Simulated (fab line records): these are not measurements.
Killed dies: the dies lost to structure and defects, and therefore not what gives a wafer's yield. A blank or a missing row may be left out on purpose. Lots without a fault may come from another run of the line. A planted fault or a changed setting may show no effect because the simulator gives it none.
Chamber matching	flow gf180mcu	GF_V1_ETCH_16 on rie diel-04 has 4 sister chambers
The step etches BARC in N2/H2. 8 wafers are shown with their chamber, then 7 later ones without.

EACH WAFER AND ITS CHAMBER
wafer	chamber	drypump motor current A (A)	rf fwd power W (W)
L628.4	1	5.0	494.3
L629.2	3	5.4	495.8
L629.5	3	5.4	497.7
L633.2	1	5.1	494.4
L633.3	0	6.4	495.9
L633.4	2	5.2	497.1
L635.1	0	6.4	495.5
L635.2	2	5.2	494.7

WAFERS WITHOUT THEIR CHAMBER
wafer	drypump motor current A (A)	rf fwd power W (W)
L635.5	5.4	495.4
L643.1	6.4	497.8
L643.2	5.4	495.2
L643.6	5.4	496.9
L645.1	6.4	497.3
L645.2	5.1	491.8
L645.4	5.1	492.3

EACH ONE'S CHAMBER
wafer	from the rows above	in truth
L635.5	3	3
L643.1	0	0
L643.2	3	3
L643.6	3	3
L645.1	0	0
L645.2	can't be placed: 1 or 2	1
L645.4	can't be placed: 1 or 2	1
Correct placement for 5 of the 7. Not placeable from these rows: 2 (in 2, the candidates include the true chamber). 0 placed wrongly.
How it was worked out, from the rows above alone: a wafer's distance from a chamber is the root of the sum, over the readings, of the square of ((its reading less the chamber's mean) divided by the reading's scatter). The wafer belongs to the nearest chamber; if the next one is less than 2 further off, it can't be placed. The mean given for a chamber averages the wafers shown for that chamber. How the scatter is found: for the shown wafers, subtract from each reading the mean of its chamber, square and add these, divide the total by (wafers less chambers), then take the root.
